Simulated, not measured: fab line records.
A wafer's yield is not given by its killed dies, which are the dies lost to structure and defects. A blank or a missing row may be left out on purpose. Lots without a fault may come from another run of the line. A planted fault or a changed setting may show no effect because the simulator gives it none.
Which tool did it?	flow sky130	Sampling: 6 lots, 18 wafers, 3 of 708 route steps

WHAT THE GAUGES SHOWED, per wafer
SKY_NWELL_TW_MEAS_26.
lot	measured	on	NWELL_2_TW
L912	day 6 07:35	film-metro-03	504 505 505
L915	day 7 02:26	film-metro-01	500 496 495
L917	day 7 14:31	film-metro-02	499 498 502
L919	day 8 00:44	film-metro-01	497 495 497
L921	day 8 16:31	film-metro-03	503 505 501
L927	day 10 00:26	film-metro-01	879 882 875

WHICH TOOL RAN EACH LOT (tool, then ch and the chambers of the sampled wafers, then the start)
lot	SKY_NWELL_IMPLANT_24	SKY_NWELL_STRIP_25
L912	implanter-04 ch 0, day 6 07:20	plasma-asher-01 ch 0,1, day 6 07:29
L915	implanter-03 ch 0, day 7 02:11	plasma-asher-03 ch 0,1, day 7 02:20
L917	implanter-04 ch 0, day 7 14:16	plasma-asher-01 ch 0,1, day 7 14:25
L919	implanter-02 ch 0, day 8 00:29	plasma-asher-04 ch 1, day 8 00:38
L921	implanter-02 ch 0, day 8 16:16	plasma-asher-03 ch 0,1, day 8 16:25
L927	implanter-03 ch 0, day 10 00:11	plasma-asher-03 ch 0,1, day 10 00:20
- SKY_NWELL_IMPLANT_24
- SKY_NWELL_STRIP_25: strips in O2/N2.

THE ANSWER, worked out from the rows above alone
Rule: the lots themselves supply what counts as usual. The widest of any qualifying gaps counts: lots, ordered by their means at a reading, are off when they make up no more than a third of the lots, leave a main group of 4 or more, and stand apart from it by 3 or more times the standard deviation of that group's means. If all means in a main group match to the digits the tables above print for the reading, that group is not used. A lot without any number at a reading at which 4 lots or more have one is off too. Any other lot the step has rows for is counted as sound.
Off: L927, at SKY_NWELL_TW_MEAS_26 (NWELL_2_TW). Mean 500 and standard deviation 3.3 in the main group.
If a tool, at a process step before that reading, ran all the lots that are off and no sound lot after the first of them, it fits. Gauges at SKY_NWELL_TW_MEAS_26: tried the same way as those tools. Can't be told from this: 3 tools fit, implanter-03 at SKY_NWELL_IMPLANT_24, plasma-asher-03 at SKY_NWELL_STRIP_25, film-metro-01 at SKY_NWELL_TW_MEAS_26.

WHAT WAS PUT IN BY THE SIMULATOR
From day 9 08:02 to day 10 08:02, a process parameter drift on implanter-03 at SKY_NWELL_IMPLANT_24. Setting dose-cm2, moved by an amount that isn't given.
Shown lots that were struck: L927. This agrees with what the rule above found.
